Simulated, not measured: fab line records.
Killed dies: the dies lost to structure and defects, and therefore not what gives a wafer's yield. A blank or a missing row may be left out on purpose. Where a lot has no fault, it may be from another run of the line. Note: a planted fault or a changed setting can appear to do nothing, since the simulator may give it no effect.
Struck lot and sound lot, side by side ; flow gf180mcu ; 15 steps out of a route of 602
Sound: the wafers L984.2, L984.4, L984.5. Struck: wafer L989.6. (L989.4, L989.5 of the same lot were not struck and are left out.) The cause comes at the end.
Order at every step that has rows: each side's tool, ch and its chambers, its first start. Under that, the readings that differ: sound wafers ; struck wafers ; difference of the means ; sigmas: that difference in standard deviations of wafers without a fault.
alike: a reading whose means differ by less than 2 such deviations, as well as words and numbers matching on both sides. not compared: withheld readings; readings where some wafer has no value; bounds like >300 that might hide an equal value; numbers whose values overlap and for which the record gives no deviation.
A row with sigmas, a row that says differs or no value, or rows on one side alone: a step with any of these is where the two part. Numbers that have no deviation but don't overlap get no sigmas and don't part them. Lack of a reading on every wafer of one side parts them only where that side has two or more wafers.

first, 5 steps without rows for these wafers: GF_V2_COAT_09 (resist thk 1000 nm); GF_V2_SOFTBAKE_10 (time 60 s); GF_V2_EXPOSE_11 (exposes mask Via2, target cd 260 nm); GF_V2_PEB_12 (peb time 90 s); GF_V2_DEVELOP_13 (develop time 60 s).
GF_V2_CD_MEAS_14 targets a cd of 260 nm.
  sound on cdSem-02 at day 21 09:35; struck on cdSem-02 at day 23 10:55
  alike: cdNm
GF_V2_OVL_MEAS_15:
  sound on overlay-02 at day 21 09:43; struck on overlay-02 at day 23 10:59
  alike: V2_OVL
GF_V2_ETCH_16: etches BARC in N2/H2.
  sound on rieDiel-03 ch 0,1, day 21 09:44; struck on rieDiel-04 ch 2, day 23 11:01
  alike: drypumpMotorCurrentA, oesProductAu, throttleValvePct
GF_V2_ETCH_17: etches SiO2 in C4F8/O2/Ar, stops on TiN, target depth 630 nm.
  sound: rieDiel-03 ch 0,1; struck: rieDiel-04 ch 2
  alike: oesProductAu
GF_V2_STRIP_18: strips in O2/N2.
  sound on plasmaAsher-02 ch 0,1, day 21 09:52; struck on plasmaAsher-01 ch 0, day 23 11:11
  alike: drypumpMotorCurrentA, heaterPowerW, oesProductAu
  not compared: rfHoursCounterH
then, 2 steps without rows for these wafers: GF_V2_STRIP_19 (strips in post etch residue remover, time 1200 s); GF_V2_CLEAN_20 (cleans in DIW).
GF_V2_SPUTTER_21: material Ti, target thk 15 nm, time 80.02 s.
  sound on pvdSputter-03 at day 21 10:26; struck on pvdSputter-04 at day 23 11:41
reading;sound;struck;difference;sigmas
throttleValvePct (%);29.4 28.8 31.1;31.8;+2.0;+2
model.Ti_of_V2_SPUTTER_21.thkNm (nm);15.2 15.22 15.19;17.43;+2.23;
  alike: chamberPressurePa
GF_V2_SPUTTER_22: material TiN, target thk 10 nm, time 40 s.
  sound on pvdSputter-03 at day 21 10:30; struck on pvdSputter-04 at day 23 11:44
reading;sound;struck;difference;sigmas
throttleValvePct (%);29.8 29.1 30.9;31.8;+1.9;+2
  alike: chamberPressurePa
-- the record jumps here: 8 days lie between the struck wafers' starts before and after (it left off in module V2 and takes up again in module PASSIVATION, whose first step shown is number 602 of the route) --
GF_PASSIVATION_PROBE_99:
  rows exist in the record for the struck wafers here (prober-01, day 31 14:26), but not for the sound ones

== WHERE THEY PART ==
First at GF_V2_SPUTTER_21; last, within this record, at GF_PASSIVATION_PROBE_99.

WHY: whatever the simulator had introduced
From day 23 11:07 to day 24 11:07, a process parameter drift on pvdSputter-04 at GF_V2_SPUTTER_21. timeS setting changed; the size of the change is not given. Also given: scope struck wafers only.
